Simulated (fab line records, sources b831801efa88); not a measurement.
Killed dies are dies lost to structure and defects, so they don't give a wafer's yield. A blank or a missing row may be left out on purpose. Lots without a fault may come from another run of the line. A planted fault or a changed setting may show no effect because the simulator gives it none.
fab line records | flow sky130 | part 1 of 2: steps 1 to 31 of 43
record lots=5 wafers=15 last_day=50
route steps=708 shown SD_P@326 RES_XHIGH@332 SD_N@342 SALICIDE@361 LI_CONTACT@362
lots that met no fault: from a run of the same line without faults
start_h: hours from the record's first day to the start of the lot's first wafer shown | wait_h: hours since the lot's step before | " the same as in the row above | L1.1+2: a row that stands for several wafers | - no value, or no start given | * or withheld: withheld | < > ~ a bound
route shown NAME@n: a module of which the file shows steps, and the number in the route of the first | usual: mean/standard deviation of fault-free wafers | same: alike in all rows | chamber/n: place in a boat | sites: the reading at each site | _std_site: their standard deviation | _edge_site: outer sites' mean less inner sites' | radius_mm: how far each site lies from the wafer's centre | mask NAME#n: copy n | behind: the tool/chamber that last shaped the wafer | hold: why the lot was held/for how many hours/how that ended | device: the transistor (n, p or np) that didn't switch | end of line: the same wafers' tests at the end of the route | a step without rows: its recipe alone | killed: dies lost to structure and defects at the first sort, not the wafer's yield | map: a wafer's dies, x killed, . not, _ none there
set.NAME: the setting as run; set.NAME@STEP: as run at that earlier step | model.NAME: the simulator's own value behind a step, which no gauge read
lots at some steps of the route; a table a step, a row a wafer
services: from which hour (start_h, from the record's first day; less than 0 if before it) a tool's chamber was out of use, for how many hours, and why
## steps
# step SKY_SD_P_DEVELOP_06
# recipe resist=NOVOLAK developer=TMAH develop_time_s=60 dev_temp_c=23
# columns lot.wafer tool chamber start_h wait_h
L076.1+2+5 litho_track-03 0 604.81 0.1
L078.1+2+3 litho_track-03 0 640.86 0.1
L083.1+3+5 litho_track-01 0 692.16 0.1
L087.1+3+6 litho_track-02 0 704.07 0.1
L096.1+3+5 litho_track-01 0 765.51 0.1
# step SKY_SD_P_CD_MEAS_07
# recipe target_cd_nm=380
# usual cd_nm=380.3/2.7
# columns lot.wafer tool chamber start_h wait_h cd_nm
L076.1 cd_sem-02 - 604.96 0.1 380.2
L076.2 " - " " 379.8
L076.5 " - " " 381.5
L078.1 cd_sem-01 - 641.01 0.1 378.0
L078.2 " - " " 379.5
L078.3 " - " " 377.1
L083.1 cd_sem-01 - 692.31 0.1 386.2
L083.3 " - " " 384.2
L083.5 " - " " 384.9
L087.1 cd_sem-02 - 704.22 0.1 380.8
L087.3 " - " " 380.5
L087.6 " - " " 382.6
L096.1 cd_sem-01 - 765.66 0.1 379.2
L096.3 " - " " 380.8
L096.5 " - " " 380.4
# step SKY_SD_P_OVL_MEAS_08
# usual SD_P_OVL=-0.9/1.6
# columns lot.wafer tool chamber start_h wait_h SD_P_OVL[nm]
L076.1 overlay-02 - 605.08 0.1 -0.6
L076.2 " - " " -0.5
L076.5 " - " " -1.5
L078.1 overlay-01 - 641.13 0.1 2.4
L078.2 " - " " 1.8
L078.3 " - " " 0.5
L083.1 overlay-01 - 692.43 0.1 1.1
L083.3 " - " " 1.3
L083.5 " - " " 1.4
L087.1 overlay-01 - 704.34 0.1 -1.3
L087.3 " - " " -1.9
L087.6 " - " " -2.1
L096.1 overlay-02 - 765.78 0.1 0.5
L096.3 " - " " 0.0
L096.5 " - " " 1.8
# step SKY_SD_P_IMPLANT_09
# recipe species=BF2 energy_kev=20 dose_cm2=3e+15 tilt_deg=0
# usual beam_on_s=14.6/0.7
# columns lot.wafer tool chamber start_h wait_h beam_on_s
L076.1 implanter-01 0 605.12 0.0 15.7
L076.2 " 0 " " 15.5
L076.5 " 0 " " 14.8
L078.1 implanter-03 0 641.17 0.0 14.9
L078.2 " 0 " " 15.4
L078.3 " 0 " " 14.2
L083.1 implanter-03 0 692.47 0.0 14.5
L083.3 " 0 " " 14.8
L083.5 " 0 " " 15.0
L087.1 implanter-03 0 704.37 0.0 14.8
L087.3 " 0 " " 15.5
L087.6 " 0 " " 14.6
L096.1 implanter-01 0 765.82 0.0 15.4
L096.3 " 0 " " 15.5
L096.5 " 0 " " 15.8
# step SKY_SD_P_STRIP_10
# recipe chemistry=O2/N2 power_w=1400 pressure_mtorr=1500 platen_temp_c=withheld o2_flow_sccm=3000 n2_flow_sccm=300 overash_fraction=0.5
# usual drypump_motor_current_A=5.9/0.38 n2_flow_sccm=300.1/0.89 oes_product_au=0.618/0.0045 strip_time_to_endpoint_s=17.49/0.049
# columns lot.wafer tool chamber start_h wait_h drypump_motor_current_A n2_flow_sccm oes_product_au rf_hours_counter_h strip_time_to_endpoint_s
L076.1 plasma_asher-02 1 605.27 0.1 5.8 300.2 0.615 49 17.52
L076.2 " 0 " " 6.5 300.6 0.609 49 17.54
L076.5 " 0 " " 6.5 300.5 0.624 - 17.52
L078.1 plasma_asher-03 0 641.32 0.1 5.9 299.8 0.621 84 17.55
L078.2 " 1 " " 5.6 299.7 0.621 84 17.51
L078.3 " 0 " " 5.9 299.3 0.609 - 17.54
L083.1 plasma_asher-02 0 692.62 0.1 6.5 300.0 0.623 59 17.49
L083.3 " 1 " " 5.8 299.4 0.621 - 17.49
L083.5 " 0 " " 6.5 300.8 0.617 - 17.49
L087.1 plasma_asher-04 0 704.52 0.1 6.0 300.4 0.617 97 17.40
L087.3 " 0 " " 5.9 301.3 0.614 - 17.46
L087.6 " 0 " " 6.0 301.2 0.615 - 17.45
L096.1 plasma_asher-02 0 765.97 0.1 6.5 301.0 0.610 67 17.45
L096.3 " 1 " " 5.8 301.0 0.616 - 17.45
L096.5 " 0 " " 6.5 299.0 0.618 - 17.43
# step SKY_SD_P_TW_MEAS_11
# usual SD_P_TW=2808/27
# columns lot.wafer tool chamber start_h wait_h SD_P_TW
L076.1 film_metro-03 - 605.37 0.1 2835
L076.2 " - " " 2817
L076.5 " - " " 2846
L078.1 film_metro-01 - 641.42 0.1 2798
L078.2 " - " " 2786
L078.3 " - " " 2797
L083.1 film_metro-03 - 692.72 0.1 2831
L083.3 " - " " 2833
L083.5 " - " " 2824
L087.1 film_metro-01 - 704.62 0.1 2789
L087.3 " - " " 2795
L087.6 " - " " 2819
L096.1 film_metro-01 - 766.07 0.1 2802
L096.3 " - " " 2781
L096.5 " - " " 2798
# step SKY_RES_XHIGH_DEHYDRATE_00
# recipe temp_c=200 time_s=60
# columns lot.wafer tool chamber start_h wait_h
L076.1+2+5 litho_track-02 0 619.37 14.0
L078.1+2+3 litho_track-03 0 654.86 13.4
L083.1+3+5 litho_track-04 0 705.90 13.2
L087.1+3+6 litho_track-04 0 717.90 13.3
L096.1+3+5 litho_track-04 0 778.90 12.8
# step SKY_RES_XHIGH_HMDS_01
# recipe prime_time_s=60 prime_temp_c=120
# usual prime_temp_c=120.01/0.12
# columns lot.wafer tool chamber start_h wait_h prime_temp_c
L076.1 litho_track-02 0 619.52 0.1 120.13
L076.2 " 0 " " 120.08
L076.5 " 0 " " 120.33
L078.1 litho_track-03 0 655.01 0.1 120.08
L078.2 " 0 " " 120.04
L078.3 " 0 " " 120.12
L083.1 litho_track-04 0 706.05 0.1 119.87
L083.3 " 0 " " 119.99
L083.5 " 0 " " 119.94
L087.1 litho_track-04 0 718.05 0.1 120.03
L087.3 " 0 " " 120.12
L087.6 " 0 " " 119.90
L096.1 litho_track-04 0 779.05 0.1 120.15
L096.3 " 0 " " 120.01
L096.5 " 0 " " 120.08
# step SKY_RES_XHIGH_COAT_02
# recipe resist=NOVOLAK spin_rpm=3000 resist_thk_nm=1140
# columns lot.wafer tool chamber start_h wait_h
L076.1+2+5 litho_track-02 0 619.67 0.1
L078.1+2+3 litho_track-03 0 655.16 0.1
L083.1+3+5 litho_track-04 0 706.20 0.1
L087.1+3+6 litho_track-04 0 718.20 0.1
L096.1+3+5 litho_track-04 0 779.20 0.1
# step SKY_RES_XHIGH_SOFTBAKE_03
# recipe temp_c=90 time_s=60 resist=NOVOLAK
# columns lot.wafer tool chamber start_h wait_h
L076.1+2+5 litho_track-02 0 619.82 0.1
L078.1+2+3 litho_track-03 0 655.31 0.1
L083.1+3+5 litho_track-04 0 706.35 0.1
L087.1+3+6 litho_track-04 0 718.35 0.1
L096.1+3+5 litho_track-04 0 779.35 0.1
# step SKY_RES_XHIGH_EXPOSE_04
# recipe mask_id=URPM na=0.6 source_shape=conventional sigma_outer=0.6 polarization=unpolarized target_cd_nm=1270 dose_mj=140
# same na=0.6
# columns lot.wafer tool chamber start_h wait_h mask
L076.1+2+5 iline_stepper-01 0 - - URPM#0
L078.1+2+3 iline_stepper-01 0 - - URPM#0
L083.1+3+5 iline_stepper-02 0 - - URPM#0
L087.1+3+6 iline_stepper-01 0 - - URPM#0
L096.1+3+5 iline_stepper-02 0 - - URPM#0
# step SKY_RES_XHIGH_PEB_05
# recipe temp_c=withheld time_s=* resist=NOVOLAK
# columns lot.wafer tool chamber start_h wait_h
L076.1+2+5 litho_track-02 0 - -
L078.1+2+3 litho_track-04 0 - -
L083.1+3+5 litho_track-04 0 - -
L087.1+3+6 litho_track-02 0 - -
L096.1+3+5 litho_track-02 0 - -
# step SKY_RES_XHIGH_DEVELOP_06
# recipe resist=NOVOLAK developer=TMAH develop_time_s=60 dev_temp_c=23
# columns lot.wafer tool chamber start_h wait_h
L076.1+2+5 litho_track-02 0 633.87 0.1
L078.1+2+3 litho_track-04 0 669.00 0.1
L083.1+3+5 litho_track-04 0 719.90 0.1
L087.1+3+6 litho_track-02 0 731.57 0.1
L096.1+3+5 litho_track-02 0 792.02 0.1
# step SKY_RES_XHIGH_IMPLANT_07
# recipe species=BF2 energy_kev=20 dose_cm2=3.6e+14 tilt_deg=0
# usual beam_on_s=41.5/2.3
# columns lot.wafer tool chamber start_h wait_h beam_on_s
L076.1 implanter-04 0 634.02 0.1 43.2
L076.2 " 0 " " 45.2
L076.5 " 0 " " 43.0
L078.1 implanter-04 0 669.15 0.1 43.2
L078.2 " 0 " " 43.8
L078.3 " 0 " " 44.3
L083.1 implanter-03 0 720.05 0.1 41.8
L083.3 " 0 " " 43.1
L083.5 " 0 " " 42.4
L087.1 implanter-03 0 731.72 0.1 41.0
L087.3 " 0 " " 40.9
L087.6 " 0 " " 41.6
L096.1 implanter-04 0 792.17 0.1 44.7
L096.3 " 0 " " 43.2
L096.5 " 0 " " 45.1
# step SKY_RES_XHIGH_STRIP_08
# recipe chemistry=O2/N2 power_w=1400 pressure_mtorr=1500 platen_temp_c=withheld o2_flow_sccm=3000 n2_flow_sccm=300 overash_fraction=0.5
# usual drypump_motor_current_A=5.7/0.31 n2_flow_sccm=299.9/0.92 oes_product_au=0.711/0.0047 strip_time_to_endpoint_s=14.27/0.044
# columns lot.wafer tool chamber start_h wait_h drypump_motor_current_A n2_flow_sccm oes_product_au rf_hours_counter_h strip_time_to_endpoint_s
L076.1 plasma_asher-03 0 634.17 0.1 6.0 299.6 0.709 83 14.27
L076.2 " 1 " " 5.6 301.2 0.712 83 14.23
L076.5 " 1 " " 5.6 299.9 0.715 - 14.27
L078.1 plasma_asher-03 0 669.30 0.1 5.9 301.2 0.711 87 14.28
L078.2 " 1 " " 5.6 298.7 0.707 87 14.27
L078.3 " 1 " " 5.6 300.6 0.713 - 14.26
L083.1 plasma_asher-01 1 720.20 0.1 5.3 300.2 0.715 26 14.31
L083.3 " 0 " " 6.1 298.3 0.709 - 14.30
L083.5 " 0 " " 6.1 297.9 0.708 - 14.31
L087.1 plasma_asher-04 1 731.87 0.1 5.2 298.3 0.715 98 14.27
L087.3 " 0 " " 6.0 298.3 0.707 - 14.26
L087.6 " 0 " " 6.0 299.1 0.712 - 14.27
L096.1 plasma_asher-04 0 792.32 0.1 5.9 300.3 0.709 4 14.34
L096.3 " 0 " " 5.9 300.5 0.707 - 14.32
L096.5 " 0 " " 5.9 301.0 0.716 - 14.32
# step SKY_RES_XHIGH_TW_MEAS_09
# usual RES_XHIGH_TW=1636/15
# columns lot.wafer tool chamber start_h wait_h RES_XHIGH_TW
L076.1 film_metro-01 - 634.27 0.1 1620
L076.2 " - " " 1621
L076.5 " - " " 1618
L078.1 film_metro-01 - 669.40 0.1 1615
L078.2 " - " " 1620
L078.3 " - " " 1612
L083.1 film_metro-01 - 720.30 0.1 1618
L083.3 " - " " 1624
L083.5 " - " " 1615
L087.1 film_metro-02 - 731.97 0.1 1654
L087.3 " - " " 1645
L087.6 " - " " 1645
L096.1 film_metro-02 - 792.42 0.1 1667
L096.3 " - " " 1657
L096.5 " - " " 1666
# step SKY_SD_N_DEHYDRATE_00
# recipe temp_c=200 time_s=60
# columns lot.wafer tool chamber start_h wait_h
L076.1+2+5 litho_track-04 0 647.80 13.5
L078.1+2+3 litho_track-03 0 682.46 13.0
L083.1+3+5 litho_track-04 0 733.45 13.1
L087.1+3+6 litho_track-03 0 744.31 12.3
L096.1+3+5 litho_track-01 0 805.06 12.6
# step SKY_SD_N_HMDS_01
# recipe prime_time_s=60 prime_temp_c=120
# usual prime_temp_c=119.99/0.14
# columns lot.wafer tool chamber start_h wait_h prime_temp_c
L076.1 litho_track-04 0 647.95 0.1 119.75
L076.2 " 0 " " 119.86
L076.5 " 0 " " 119.97
L078.1 litho_track-03 0 682.61 0.1 119.95
L078.2 " 0 " " 120.01
L078.3 " 0 " " 119.92
L083.1 litho_track-04 0 733.60 0.1 119.86
L083.3 " 0 " " 119.82
L083.5 " 0 " " 120.07
L087.1 litho_track-03 0 744.46 0.1 120.18
L087.3 " 0 " " 120.27
L087.6 " 0 " " 120.00
L096.1 litho_track-01 0 805.21 0.1 119.94
L096.3 " 0 " " 119.95
L096.5 " 0 " " 120.11
# step SKY_SD_N_COAT_02
# recipe resist=NOVOLAK spin_rpm=3000 resist_thk_nm=1140
# columns lot.wafer tool chamber start_h wait_h
L076.1+2+5 litho_track-04 0 648.10 0.1
L078.1+2+3 litho_track-03 0 682.76 0.1
L083.1+3+5 litho_track-04 0 733.75 0.1
L087.1+3+6 litho_track-03 0 744.61 0.1
L096.1+3+5 litho_track-01 0 805.36 0.1
# step SKY_SD_N_SOFTBAKE_03
# recipe temp_c=90 time_s=60 resist=NOVOLAK
# columns lot.wafer tool chamber start_h wait_h
L076.1+2+5 litho_track-04 0 648.25 0.1
L078.1+2+3 litho_track-03 0 682.91 0.1
L083.1+3+5 litho_track-04 0 733.90 0.1
L087.1+3+6 litho_track-03 0 744.76 0.1
L096.1+3+5 litho_track-01 0 805.51 0.1
# step SKY_SD_N_EXPOSE_04
# recipe mask_id=NSDM na=0.6 source_shape=conventional sigma_outer=0.6 polarization=unpolarized target_cd_nm=380 dose_mj=141
# same na=0.6
# columns lot.wafer tool chamber start_h wait_h mask
L076.1+2+5 iline_stepper-01 0 - - NSDM#0
L078.1+2+3 iline_stepper-02 0 - - NSDM#0
L083.1+3+5 iline_stepper-01 0 - - NSDM#0
L087.1+3+6 iline_stepper-01 0 - - NSDM#0
L096.1+3+5 iline_stepper-02 0 - - NSDM#0
# step SKY_SD_N_PEB_05
# recipe temp_c=withheld time_s=* resist=NOVOLAK
# columns lot.wafer tool chamber start_h wait_h
L076.1+2+5 litho_track-04 0 - -
L078.1+2+3 litho_track-04 0 - -
L083.1+3+5 litho_track-01 0 - -
L087.1+3+6 litho_track-01 0 - -
L096.1+3+5 litho_track-03 0 - -
# step SKY_SD_N_DEVELOP_06
# recipe resist=NOVOLAK developer=TMAH develop_time_s=60 dev_temp_c=23
# columns lot.wafer tool chamber start_h wait_h
L076.1+2+5 litho_track-04 0 661.70 0.1
L078.1+2+3 litho_track-04 0 696.90 0.1
L083.1+3+5 litho_track-01 0 748.01 0.1
L087.1+3+6 litho_track-01 0 757.31 0.1
L096.1+3+5 litho_track-03 0 818.86 0.1
# step SKY_SD_N_CD_MEAS_07
# recipe target_cd_nm=380
# usual cd_nm=379.7/2.3
# columns lot.wafer tool chamber start_h wait_h cd_nm
L076.1 cd_sem-02 - 661.85 0.1 378.9
L076.2 " - " " 378.9
L076.5 " - " " 378.2
L078.1 cd_sem-02 - 697.05 0.1 378.2
L078.2 " - " " 377.7
L078.3 " - " " 376.7
L083.1 cd_sem-02 - 748.16 0.1 378.6
L083.3 " - " " 376.6
L083.5 " - " " 378.0
L087.1 cd_sem-02 - 757.46 0.1 383.3
L087.3 " - " " 382.4
L087.6 " - " " 382.4
L096.1 cd_sem-02 - 819.01 0.1 379.9
L096.3 " - " " 375.2
L096.5 " - " " 380.2
# step SKY_SD_N_OVL_MEAS_08
# usual SD_N_OVL=0.3/1.2
# columns lot.wafer tool chamber start_h wait_h SD_N_OVL[nm]
L076.1 overlay-01 - 661.97 0.1 0.3
L076.2 " - " " -1.1
L076.5 " - " " -0.9
L078.1 overlay-02 - 697.17 0.1 1.6
L078.2 " - " " 0.3
L078.3 " - " " -0.1
L083.1 overlay-02 - 748.28 0.1 0.9
L083.3 " - " " 1.7
L083.5 " - " " 0.5
L087.1 overlay-01 - 757.58 0.1 1.3
L087.3 " - " " 0.9
L087.6 " - " " 2.1
L096.1 overlay-01 - 819.13 0.1 1.4
L096.3 " - " " 0.5
L096.5 " - " " -0.1
# step SKY_SD_N_IMPLANT_09
# recipe species=As energy_kev=50 dose_cm2=4e+15 tilt_deg=0
# usual beam_on_s=19.5/1.2
# columns lot.wafer tool chamber start_h wait_h beam_on_s
L076.1 implanter-01 0 662.01 0.0 20.3
L076.2 " 0 " " 20.3
L076.5 " 0 " " 20.3
L078.1 implanter-02 0 697.21 0.0 17.3
L078.2 " 0 " " 17.8
L078.3 " 0 " " 18.3
L083.1 implanter-04 0 748.32 0.0 20.8
L083.3 " 0 " " 20.6
L083.5 " 0 " " 20.1
L087.1 implanter-01 0 757.62 0.0 19.8
L087.3 " 0 " " 20.3
L087.6 " 0 " " 20.7
L096.1 implanter-02 0 819.17 0.0 17.5
L096.3 " 0 " " 18.7
L096.5 " 0 " " 18.2
# step SKY_SD_N_IMPLANT_10
# recipe species=P energy_kev=20 dose_cm2=1e+14 tilt_deg=0
# usual beam_on_s=11.5/0.71
# columns lot.wafer tool chamber start_h wait_h beam_on_s
L076.1 implanter-01 0 662.16 0.1 12.0
L076.2 " 0 " " 12.0
L076.5 " 0 " " 11.8
L078.1 implanter-02 0 697.36 0.1 10.5
L078.2 " 0 " " 10.6
L078.3 " 0 " " 10.7
L083.1 implanter-04 0 748.47 0.1 12.0
L083.3 " 0 " " 12.2
L083.5 " 0 " " 12.7
L087.1 implanter-01 0 757.77 0.1 11.6
L087.3 " 0 " " 12.3
L087.6 " 0 " " 11.8
L096.1 implanter-02 0 819.32 0.1 10.8
L096.3 " 0 " " 10.4
L096.5 " 0 " " 10.6
# step SKY_SD_N_STRIP_11
# recipe chemistry=O2/N2 power_w=1400 pressure_mtorr=1500 platen_temp_c=withheld o2_flow_sccm=3000 n2_flow_sccm=300 overash_fraction=0.5
# usual drypump_motor_current_A=6.0/0.37 n2_flow_sccm=300.0/0.92 oes_product_au=0.527/0.0047 strip_time_to_endpoint_s=22.56/0.042
# columns lot.wafer tool chamber start_h wait_h drypump_motor_current_A n2_flow_sccm oes_product_au rf_hours_counter_h strip_time_to_endpoint_s
L076.1 plasma_asher-02 1 662.31 0.1 5.8 299.1 0.522 56 22.62
L076.2 " 0 " " 6.5 300.0 0.531 56 22.57
L076.5 " 1 " " 5.8 299.4 0.533 - 22.57
L078.1 plasma_asher-02 0 697.51 0.1 6.5 300.1 0.526 60 22.53
L078.2 " 1 " " 5.8 298.6 0.528 60 22.51
L078.3 " 0 " " 6.5 299.6 0.528 - 22.62
L083.1 plasma_asher-01 0 748.62 0.1 6.1 301.3 0.535 29 22.63
L083.3 " 1 " " 5.3 300.7 0.520 - 22.63
L083.5 " 1 " " 5.3 299.8 0.528 - 22.64
L087.1 plasma_asher-02 0 757.92 0.1 6.5 300.4 0.526 66 22.47
L087.3 " 0 " " 6.6 300.3 0.522 - 22.56
L087.6 " 0 " " 6.6 299.5 0.529 - 22.50
L096.1 plasma_asher-02 1 819.47 0.1 5.8 300.0 0.528 72 22.57
L096.3 " 1 " " 5.8 300.3 0.524 - 22.59
L096.5 " 1 " " 5.8 299.8 0.528 - 22.57
# step SKY_SD_N_TW_MEAS_12
# usual SD_N_TW=3970/43
# columns lot.wafer tool chamber start_h wait_h SD_N_TW
L076.1 film_metro-02 - 662.41 0.1 4005
L076.2 " - " " 4034
L076.5 " - " " 4005
L078.1 film_metro-03 - 697.61 0.1 3987
L078.2 " - " " 3961
L078.3 " - " " 3956
L083.1 film_metro-02 - 748.72 0.1 4007
L083.3 " - " " 4005
L083.5 " - " " 4015
L087.1 film_metro-02 - 758.02 0.1 3975
L087.3 " - " " 3999
L087.6 " - " " 3979
L096.1 film_metro-01 - 819.57 0.1 3912
L096.3 " - " " 3896
L096.5 " - " " 3907
# step SKY_SD_N_CLEAN_13
# recipe chemistry=SC1/SC2 mix=1:4:20 temp_c=70 time_s=150 dry=n2_spin
# columns lot.wafer tool chamber start_h wait_h
L076.1+2+5 wet_bench-04 2 662.47 0.1
L078.1+2+3 wet_bench-03 3 697.67 0.1
L083.1+3+5 wet_bench-02 2 748.78 0.1
L087.1+3+6 wet_bench-04 1 758.08 0.1
L096.1+3+5 wet_bench-04 1 819.63 0.1
# step SKY_SD_N_RTA_14
# recipe temp_c=1075 time_s=2 idle_temp_c=650 ramp_up_c_per_s=150 ramp_down_c_per_s=90 ambient=N2
# usual lamp_power_pct=15.74/0.054 wafer_temp_C_max=1078.1/1.3
# columns lot.wafer tool chamber start_h wait_h lamp_power_pct wafer_temp_C_max
L076.1 rtp_anneal-01 0 662.52 0.0 15.65 1076.9
L076.2 " 0 " " 15.79 1077.1
L076.5 " 0 " " 15.71 1079.8
L078.1 rtp_anneal-01 0 697.72 0.0 15.76 1078.9
L078.2 " 0 " " 15.76 1079.1
L078.3 " 0 " " 15.74 1078.5
L083.1 rtp_anneal-02 0 748.83 0.0 15.71 1078.2
L083.3 " 0 " " 15.84 1076.4
L083.5 " 0 " " 15.65 1079.3
L087.1 rtp_anneal-01 0 758.13 0.0 15.63 1076.8
L087.3 " 0 " " 15.73 1077.6
L087.6 " 0 " " 15.71 1080.9
L096.1 rtp_anneal-01 0 819.68 0.0 15.73 1078.9
L096.3 " 0 " " 15.69 1076.8
L096.5 " 0 " " 15.66 1077.8
